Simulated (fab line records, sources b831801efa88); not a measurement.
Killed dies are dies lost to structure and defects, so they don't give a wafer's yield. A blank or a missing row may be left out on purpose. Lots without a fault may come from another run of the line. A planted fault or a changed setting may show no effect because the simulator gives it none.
Problem report in the 8D (eight disciplines) form, filled by code | flow sky130 | the parts of the form that need people (team, actions taken, sign-off) are left out

1. THE PROBLEM
beam_energy_keV at SKY_LDD_N_IMPLANT_14 reads a mean of 51.847 on 6 wafers of 2 lots; wafers without a fault read 50.000 with a standard deviation of 0.016. That is +99 or more standard deviations from the usual mean.
First seen on wafer L986.1, day 24 11:14, on implanter-01. The record holds 18 wafers of 6 lots with a number at this step. Rule for "out", or "out of limits": more than 4 standard deviations from the usual mean. The other wafers with a number count as sound.

2. WHAT IT IS AND WHAT IT IS NOT
question                    | is                     | is not
which readings at this step | beam_energy_keV        | -
which lots                  | L985, L986             | L971, L972, L981, L988
which wafers of those lots  | all that have a number | -
read on which tools         | implanter-01           | implanter-02, implanter-04
when                        | from day 24 11:14      | up to then (9 sound wafers); but 3 sound wafers of L988 came after

3. SUSPECTS, AND WHAT RULES EACH OUT
Counting: a tool at a process step up to the reading stays a suspect if it ran every lot that is out and no sound lot after the first of them.
- implanter-01 at SKY_LDD_N_IMPLANT_14: kept. It ran every lot that is out, first L986 (day 24 11:14), and no sound lot after that; its last sound lot up to then is L972 (day 19 19:38). Its own readings are out on those wafers: beam_energy_keV.
Left after counting: implanter-01 at SKY_LDD_N_IMPLANT_14.

4. THE CAUSE (what the simulator had put in)
Process parameter drift: implanter-01, from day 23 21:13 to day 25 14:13, at SKY_LDD_N_IMPLANT_14. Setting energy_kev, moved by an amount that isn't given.
Counting left only this tool.

5. THE CHAIN OF EFFECTS, in route order
Each row: a reading whose mean over the struck wafers that have a number lies more than 3 standard deviations from the usual. Only readings for which the record gives a usual standard deviation are gone through. hours: the time from each lot's start at the first step in this table that gives one to its start at this step, as a median over the lots. sigmas: the change in usual standard deviations.
hours | step                 | reading         | usual  | on struck wafers | change | sigmas
0     | SKY_LDD_N_IMPLANT_14 | beam_energy_keV | 50.000 | 51.847           | +1.847 | +99 or more
The process steps in it:
- SKY_LDD_N_IMPLANT_14

6. WHAT WOULD HAVE CAUGHT IT SOONER
In this record the first reading out of limits was taken at day 24 11:14, 14 hours after the fault began at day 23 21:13.
